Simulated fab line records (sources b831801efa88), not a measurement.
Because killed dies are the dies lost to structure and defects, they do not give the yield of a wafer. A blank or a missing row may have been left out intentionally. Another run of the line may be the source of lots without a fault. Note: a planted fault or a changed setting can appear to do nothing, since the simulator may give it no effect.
Which tool did it? :: flow sky130 :: Sampling: 6 lots, 17 wafers, 2 of 708 route steps

## WHAT EACH GAUGE READ, for each wafer
SKY_LI_CONTACT_CD_MEAS_12 targets a cd of 170 nm.
lot: L270
measured: day 30 17:05
on: cd sem-02
cd nm (nm): 170.1 170.4 171.3

lot: L279
measured: day 33 18:05
on: cd sem-01
cd nm (nm): 73.9 72.2

lot: L283
measured: day 34 21:25
on: cd sem-02
cd nm (nm): 172.0 170.5 170.8

lot: L285
measured: day 35 09:25
on: cd sem-02
cd nm (nm): 170.0 168.7 170.1

lot: L288
measured: day 36 05:47
on: cd sem-02
cd nm (nm): 171.0 171.2 172.7

lot: L290
measured: day 36 20:51
on: cd sem-01
cd nm (nm): 169.9 169.7 170.2

## WHAT TOOL EACH LOT RAN ON (gives the tool, then ch and the chambers of the sampled wafers, and finally the start)
lot: L270
SKY_LI_CONTACT_EXPOSE_09: krf scanner-01 ch 0, day 30 03:25

lot: L279
SKY_LI_CONTACT_EXPOSE_09: krf scanner-01 ch 0, day 33 04:25

lot: L283
SKY_LI_CONTACT_EXPOSE_09: krf scanner-02 ch 0, day 34 08:49

lot: L285
SKY_LI_CONTACT_EXPOSE_09: krf scanner-02 ch 0, day 34 20:08

lot: L288
SKY_LI_CONTACT_EXPOSE_09: krf scanner-01 ch 0, day 35 16:41

lot: L290
SKY_LI_CONTACT_EXPOSE_09: krf scanner-01 ch 0, day 36 07:54
- SKY_LI_CONTACT_EXPOSE_09: exposes mask LICM1, target cd 170 nm.

## THE ANSWER, worked out from the rows above alone
Rule: what is usual is taken from the lots themselves. The widest of any qualifying gaps counts: lots, ordered by their means at a reading, are off when they make up no more than a third of the lots, leave a main group of 4 or more, and stand apart from it by 3 or more times the standard deviation of that group's means. If all means in a main group match to the digits the tables above print for the reading, that group is not used. Also off: a lot with no number at a reading for which 4 or more lots have one. The other lots that the step has rows for count as sound.
Off at SKY_LI_CONTACT_CD_MEAS_12 (cd nm): L279. The main group has a mean of 170.6 nm with a standard deviation of 0.74.
A tool fits if, at a process step before that reading, it ran every lot that is off, and no sound lot after the first of them. Gauges at SKY_LI_CONTACT_CD_MEAS_12: tried the same way as those tools. None of those tried fits.

## WHAT WAS PUT IN BY THE SIMULATOR
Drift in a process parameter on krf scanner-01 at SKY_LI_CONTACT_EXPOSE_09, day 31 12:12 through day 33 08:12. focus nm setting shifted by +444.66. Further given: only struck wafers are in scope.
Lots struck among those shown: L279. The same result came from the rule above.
